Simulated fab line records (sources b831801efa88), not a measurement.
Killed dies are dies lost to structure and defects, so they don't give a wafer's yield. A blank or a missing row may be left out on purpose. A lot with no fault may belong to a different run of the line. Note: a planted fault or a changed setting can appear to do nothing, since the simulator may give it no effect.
Matching of chambers + flow gf180mcu + GF_V3_CMP_04 on cmp-02 has 4 sister chambers
The step polishes SiO2. 8 wafers are shown with their chamber, then 12 later ones without.

WAFERS, EACH WITH ITS CHAMBER
| wafer  | chamber | motorCurrentA (A) | timeToEndpointS (s) |
|--------|---------|-------------------|---------------------|
| L084.2 | 2       | 11.2              | 75                  |
| L085.5 | 3       | 13.8              | 81                  |
| L085.6 | 0       | 12.7              | 83                  |
| L086.1 | 2       | 11.5              | 75                  |
| L086.3 | 0       | 12.8              | 75                  |
| L090.1 | 1       | 13.6              | 79                  |
| L090.4 | 3       | 13.2              | 79                  |
| L090.6 | 1       | 15.0              | 82                  |

WAFERS WHOSE CHAMBER IS MISSING
| wafer  | motorCurrentA (A) | timeToEndpointS (s) |
|--------|-------------------|---------------------|
| L091.1 | 10.9              | 76                  |
| L091.4 | 13.9              | 85                  |
| L091.6 | 11.6              | 82                  |
| L092.1 | 10.8              | 72                  |
| L092.2 | 13.7              | 75                  |
| L092.3 | 13.5              | 73                  |
| L096.1 | 12.3              | 68                  |
| L096.4 | 11.0              | 75                  |
| L096.6 | 11.5              | 72                  |
| L097.4 | 13.9              | 75                  |
| L097.5 | 12.8              | 76                  |
| L097.6 | 14.0              | 83                  |

WHICH CHAMBER EACH WENT THROUGH
| wafer  | from the rows above               | in truth |
|--------|-----------------------------------|----------|
| L091.1 | 2                                 | 2        |
| L091.4 | can't be placed: 1 or 3 or 0      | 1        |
| L091.6 | can't be placed: 2 or 0 or 3      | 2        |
| L092.1 | 2                                 | 2        |
| L092.2 | can't be placed: 3 or 1 or 0      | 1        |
| L092.3 | can't be placed: 3 or 0 or 1 or 2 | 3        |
| L096.1 | can't be placed: 2 or 0 or 3      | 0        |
| L096.4 | 2                                 | 2        |
| L096.6 | 2                                 | 2        |
| L097.4 | can't be placed: 3 or 1 or 0      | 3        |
| L097.5 | can't be placed: 0 or 3 or 2      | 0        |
| L097.6 | can't be placed: 1 or 3 or 0      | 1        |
Correctly placed: 4 of 12. These rows do not allow placing 8 (true chamber among the candidates in 8). 0 placed wrongly.
How it was worked out, from the rows above alone: a wafer's distance from a chamber is the root of the sum, over the readings, of the square of ((its reading less the chamber's mean) divided by the reading's scatter). If the next closest chamber is less than 2 further off than the closest, the wafer can't be placed; otherwise it belongs to the closest. The mean given for a chamber averages the wafers shown for that chamber. The scatter: take each reading less its chamber's mean, square it, sum over the shown wafers, divide by the number of wafers less the number of chambers, and take the root.
